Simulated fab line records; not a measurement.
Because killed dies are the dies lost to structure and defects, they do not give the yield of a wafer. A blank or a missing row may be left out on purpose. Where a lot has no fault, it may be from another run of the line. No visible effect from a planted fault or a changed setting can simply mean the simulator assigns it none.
Chamber matching + flow gf180mcu + 4 sister chambers for GF_V1_CMP_26 on cmp-02
The step polishes, stops on SiO2, t overpolish 15 s, target thk 0 nm. 4 wafers are shown with their chamber, then 9 later ones without.

## WAFERS, EACH WITH ITS CHAMBER
| wafer  | chamber | motor_current_A (A) |
|--------|---------|---------------------|
| L078.3 | 0       | 13.0                |
| L083.1 | 2       | 11.6                |
| L083.3 | 1       | 9.3                 |
| L083.5 | 3       | 10.7                |

## WAFERS WITH NO CHAMBER GIVEN
| wafer  | motor_current_A (A) |
|--------|---------------------|
| L087.4 | 13.4                |
| L087.5 | 13.2                |
| L087.6 | 9.9                 |
| L095.3 | 10.2                |
| L095.4 | 11.7                |
| L095.6 | 13.6                |
| L096.2 | 9.8                 |
| L096.4 | 12.7                |
| L096.6 | 9.8                 |

## WHICH CHAMBER EACH ONE RAN IN
| wafer  | from the rows above     | in truth |
|--------|-------------------------|----------|
| L087.4 | 0                       | 0        |
| L087.5 | 0                       | 0        |
| L087.6 | can't be placed: 1 or 3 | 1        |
| L095.3 | can't be placed: 3 or 1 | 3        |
| L095.4 | 2                       | 2        |
| L095.6 | 0                       | 0        |
| L096.2 | can't be placed: 1 or 3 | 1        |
| L096.4 | can't be placed: 0 or 2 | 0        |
| L096.6 | can't be placed: 1 or 3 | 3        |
4 of 9 placed correctly. Not placeable from these rows: 5 (in 5, the candidates include the true chamber). Wrongly placed: 0.
How it was worked out, from the rows above alone: a wafer's distance from a chamber is the root of the sum, over the readings, of the square of ((its reading less the chamber's mean) divided by the reading's scatter). The wafer belongs to the nearest chamber; if the next one is less than 2 further off, it can't be placed. Each chamber's mean is taken over the wafers shown for it. The scatter: root of mean squared gap, hidden wafer to nearest shown wafer, with one shown wafer a chamber.
